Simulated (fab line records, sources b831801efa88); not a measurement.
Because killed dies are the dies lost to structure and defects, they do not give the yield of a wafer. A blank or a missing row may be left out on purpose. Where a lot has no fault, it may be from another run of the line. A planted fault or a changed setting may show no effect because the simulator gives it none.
Which of the tools did it?	flow gf180mcu	6 lots with 18 wafers sampled at 4 steps, on a route of 602 steps

WHAT THE GAUGES READ, wafer by wafer
GF_PASSIVATION_BOW_MEAS_14.
lot	measured	on	PASSIVATION_BOW (um)
L399	day 29 15:27	film_metro-02	138 125 133
L402	day 30 09:04	film_metro-02	141 142 116
L405	day 31 12:37	film_metro-04	133 145 140
L408	day 32 07:49	film_metro-03	151 142 154
L416	day 34 03:08	film_metro-02	202 219 219
L420	day 35 03:37	film_metro-02	122 132 134

WHICH TOOL RAN EACH LOT (tool, then ch and the chambers of the sampled wafers, then the start)
lot	GF_M4_SPUTTER_00	GF_V5_ETCH_17	GF_PASSIVATION_ANNEAL_13
L399	pvd_sputter-04, day 23 06:18	rie_diel-04 ch 0,1,2, day 29 13:57 or earlier	furnace-01 ch 0, day 29 13:57
L402	pvd_sputter-01, day 24 00:02	rie_diel-01 ch 1,2, day 30 07:31 or earlier	furnace-02 ch 0, day 30 07:31
L405	pvd_sputter-04, day 25 09:15	rie_diel-03 ch 0,1,2, day 31 11:06 or earlier	furnace-02 ch 0, day 31 11:06
L408	pvd_sputter-01, day 26 11:05	rie_diel-03 ch 0,1,2, day 32 06:16 or earlier	furnace-01 ch 0, day 32 06:16
L416	pvd_sputter-04, day 28 14:10	rie_diel-03 ch 0,3, day 34 01:37 or earlier	furnace-01, day 34 01:37
L420	pvd_sputter-01, day 29 21:38	rie_diel-04 ch 0,1,3, day 35 02:05 or earlier	furnace-01 ch 0, day 35 02:05
- GF_M4_SPUTTER_00: material Ti, target thk 37.5 nm, time 150 s.
- GF_V5_ETCH_17: etches SiO2 in C4F8/O2/Ar, stops on TiN, target depth 855 nm.
- GF_PASSIVATION_ANNEAL_13: time 1800 s.

THE ANSWER, worked out from the rows above alone
Rule: the usual values come from the lots themselves. The widest of any qualifying gaps counts: lots, ordered by their means at a reading, are off when they make up no more than a third of the lots, leave a main group of 4 or more, and stand apart from it by 3 or more times the standard deviation of that group's means. Not used: any main group whose means are identical at the precision the tables above print for the reading. A lot without any number at a reading at which 4 lots or more have one is off too. Where the step has rows for the other lots, those lots are counted as sound.
Off: L416, at GF_PASSIVATION_BOW_MEAS_14 (PASSIVATION_BOW). The main group has a mean of 137 um with a standard deviation of 7.
A tool fits if, at a process step before that reading, it ran every lot that is off, and no sound lot after the first of them. Those tools and the gauges at GF_PASSIVATION_BOW_MEAS_14 are tried in the same way. With no start given for some of its lots, GF_V5_ETCH_17 uses the hours and lot order of GF_PASSIVATION_ANNEAL_13. Can't be told from this: 2 tools fit, pvd_sputter-04 at GF_M4_SPUTTER_00, rie_diel-03 at GF_V5_ETCH_17.

WHAT THE SIMULATOR HAD INSERTED
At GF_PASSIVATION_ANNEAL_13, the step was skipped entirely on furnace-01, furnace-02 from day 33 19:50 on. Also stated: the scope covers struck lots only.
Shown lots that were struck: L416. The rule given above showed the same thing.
